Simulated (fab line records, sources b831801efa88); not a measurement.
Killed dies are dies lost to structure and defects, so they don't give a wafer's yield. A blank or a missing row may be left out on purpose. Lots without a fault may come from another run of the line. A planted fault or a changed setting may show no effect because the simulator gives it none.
Which tool did it? | flow gf180mcu | 14 lots, 42 wafers sampled, at 2 steps of a route of 602

WHAT THE GAUGES READ, wafer by wafer
GF_V5_THK_MEAS_03. Usual: V5_CVD_02_THK 1459 nm, standard deviation 21.
lot  | measured     | on            | V5_CVD_02_THK (nm) | flag
L792 | day 26 10:05 | film_metro-02 | 1477 1503 1476     |
L793 | day 26 15:17 | film_metro-02 | 1418 1437 1463     |
L794 | day 27 01:34 | film_metro-02 | 1434 1451 1434     |
L795 | day 27 12:48 | film_metro-04 | 1467 1469 1475     |
L796 | day 27 18:52 | film_metro-02 | 1405 1437 1439     |
L797 | day 28 02:49 | film_metro-03 | 1453 1441 1423     |
L798 | day 28 11:45 | film_metro-02 | 1464 1480 1464     |
L801 | day 29 14:00 | film_metro-02 | 1465 1477 1479     |
L802 | day 29 18:37 | film_metro-02 | 1462 1437 1482     |
L809 | day 31 10:58 | film_metro-04 | 1418 1467 1446     |
L811 | day 32 01:07 | film_metro-02 | 1413 1445 1471     |
L812 | day 32 07:18 | film_metro-04 | 1469 1498 1476     |
L813 | day 32 10:13 | film_metro-02 | 1458 1495 1479     |
L815 | day 32 22:04 | film_metro-02 | 1437 1457 1463     |

WHICH TOOL RAN EACH LOT (tool, then ch and the chambers of the sampled wafers, then the start)
lot  | GF_POLY_GATE_CVD_00
L792 | lpcvd-02 ch 0, day 8 12:12
L793 | lpcvd-01 ch 0, day 8 18:08
L794 | lpcvd-02 ch 1, day 9 00:37
L795 | lpcvd-01 ch 1, day 9 11:04
L796 | lpcvd-01 ch 0, day 9 17:59
L797 | lpcvd-01 ch 1, day 9 23:24
L798 | lpcvd-01 ch 0, day 10 07:00
L801 | lpcvd-01 ch 1, day 11 06:38
L802 | lpcvd-01 ch 1, day 11 13:04
L809 | lpcvd-02 ch 0, day 13 09:36
L811 | lpcvd-02 ch 0, day 14 00:09
L812 | lpcvd-02 ch 1, day 14 09:18
L813 | lpcvd-01 ch 0, day 14 14:37
L815 | lpcvd-01 ch 1, day 15 02:51
- GF_POLY_GATE_CVD_00: deposits poly-Si, target thk 200 nm, time 1200 s.

WHAT THE TOOLS THEMSELVES READ (means of the sampled wafers that have a number; where no wafer has one, the mark that the record gives instead)
GF_POLY_GATE_CVD_00. Usual: spike_tc_bottom_C 642.1 C, standard deviation 1.9; susceptor_temp_C 620.02 C, standard deviation 0.24.
lot  | tool     | spike_tc_bottom_C (C) | susceptor_temp_C (C) | flag
L792 | lpcvd-02 | 641.9                 | 619.64               |
L793 | lpcvd-01 | 641.1                 | 620.02               |
L794 | lpcvd-02 | 637.0                 | 620.05               |
L795 | lpcvd-01 | 643.0                 | 620.15               |
L796 | lpcvd-01 | 641.1                 | 619.94               |
L797 | lpcvd-01 | 643.7                 | 619.77               |
L798 | lpcvd-01 | 642.6                 | 619.79               |
L801 | lpcvd-01 | 643.0                 | 620.15               |
L802 | lpcvd-01 | 643.3                 | 620.27               |
L809 | lpcvd-02 | 642.3                 | 620.18               |
L811 | lpcvd-02 | 642.1                 | 620.19               |
L812 | lpcvd-02 | 637.9                 | 620.03               |
L813 | lpcvd-01 | 641.6                 | 620.11               |
L815 | lpcvd-01 | 642.7                 | 619.97               |

THE ANSWER, worked out from the rows above alone
Rule: a lot is off if the mean of its wafers that have a number lies more than 3 standard deviations from the usual mean. A lot without any number at a reading at which 4 lots or more have one is off too. The other lots that the step has rows for count as sound. The gauges are gone through in route order, then the tools' own readings, and for those a lot's mean is taken as printed above. The first step at which some lot is off is used, and at that step the reading that is off furthest; a lot without a number counts as furthest.
No lot is off at any reading shown: from this, nothing can be told.

WHAT THE SIMULATOR HAD PUT IN
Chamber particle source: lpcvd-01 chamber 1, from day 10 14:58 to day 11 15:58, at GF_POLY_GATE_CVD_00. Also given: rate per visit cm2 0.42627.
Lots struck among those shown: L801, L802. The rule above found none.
